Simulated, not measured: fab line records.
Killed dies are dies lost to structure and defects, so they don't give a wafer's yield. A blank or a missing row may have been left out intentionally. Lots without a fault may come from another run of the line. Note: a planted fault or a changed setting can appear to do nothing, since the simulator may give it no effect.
Which tool did it? :: flow gf180mcu :: 21 wafers from 7 lots sampled at 2 of the route's 602 steps

## WHAT THE GAUGES SHOWED, per wafer
GF_POLY_GATE_THK_MEAS_01.
lot: L999
measured: day 9 01:08
on: film metro-04
POLY_GATE_CVD_00_THK (nm): 201.6 202.3 201.8

lot: L102
measured: day 9 20:31
on: film metro-04
POLY_GATE_CVD_00_THK (nm): 197.6 200.3 199.6

lot: L104
measured: day 10 11:23
on: film metro-02
POLY_GATE_CVD_00_THK (nm): 200.7 199.4 201.8

lot: L106
measured: day 11 02:20
on: film metro-01
POLY_GATE_CVD_00_THK (nm): 201.7 200.3 198.6

lot: L110
measured: day 12 02:51
on: film metro-02
POLY_GATE_CVD_00_THK (nm): 200.8 199.1 200.6

lot: L114
measured: day 13 07:03
on: film metro-04
POLY_GATE_CVD_00_THK (nm): 245.5 248.4 240.0

lot: L116
measured: day 13 23:46
on: film metro-01
POLY_GATE_CVD_00_THK (nm): 196.0 196.8 198.3

## WHICH TOOL RAN EACH LOT (tool, then ch and the chambers of the sampled wafers, then the start)
lot: L999
GF_POLY_GATE_CVD_00: lpcvd-01 ch 0, day 8 23:48

lot: L102
GF_POLY_GATE_CVD_00: lpcvd-02 ch 0, day 9 19:11

lot: L104
GF_POLY_GATE_CVD_00: lpcvd-01 ch 1, day 10 10:04

lot: L106
GF_POLY_GATE_CVD_00: lpcvd-02 ch 0, day 11 01:00

lot: L110
GF_POLY_GATE_CVD_00: lpcvd-02 ch 0, day 12 01:30

lot: L114
GF_POLY_GATE_CVD_00: lpcvd-02 ch 0, day 13 05:43

lot: L116
GF_POLY_GATE_CVD_00: lpcvd-01 ch 1, day 13 22:25
- GF_POLY_GATE_CVD_00: deposits poly-Si, target thk 200 nm, time 1200 s.

## THE ANSWER, worked out from the rows above alone
Rule: what is usual is taken from the lots themselves. The widest of any qualifying gaps counts: lots, ordered by their means at a reading, are off when they make up no more than a third of the lots, leave a main group of 4 or more, and stand apart from it by 3 or more times the standard deviation of that group's means. A main group is skipped when, at the precision printed for the reading in the tables above, its means are all equal. A lot without any number at a reading at which 4 lots or more have one is off too. The other lots that the step has rows for count as sound.
Off: L114, at GF_POLY_GATE_THK_MEAS_01 (POLY_GATE_CVD_00_THK). For the main group the mean is 199.8 nm and the standard deviation 1.5.
A tool fits if, at a process step before that reading, it ran every lot that is off, and no sound lot after the first of them. The gauges at GF_POLY_GATE_THK_MEAS_01 are tried like those tools. This does not decide it: 2 tools fit, namely lpcvd-02 at GF_POLY_GATE_CVD_00 and film metro-04 at GF_POLY_GATE_THK_MEAS_01.

## WHAT HAD BEEN PUT IN BY THE SIMULATOR
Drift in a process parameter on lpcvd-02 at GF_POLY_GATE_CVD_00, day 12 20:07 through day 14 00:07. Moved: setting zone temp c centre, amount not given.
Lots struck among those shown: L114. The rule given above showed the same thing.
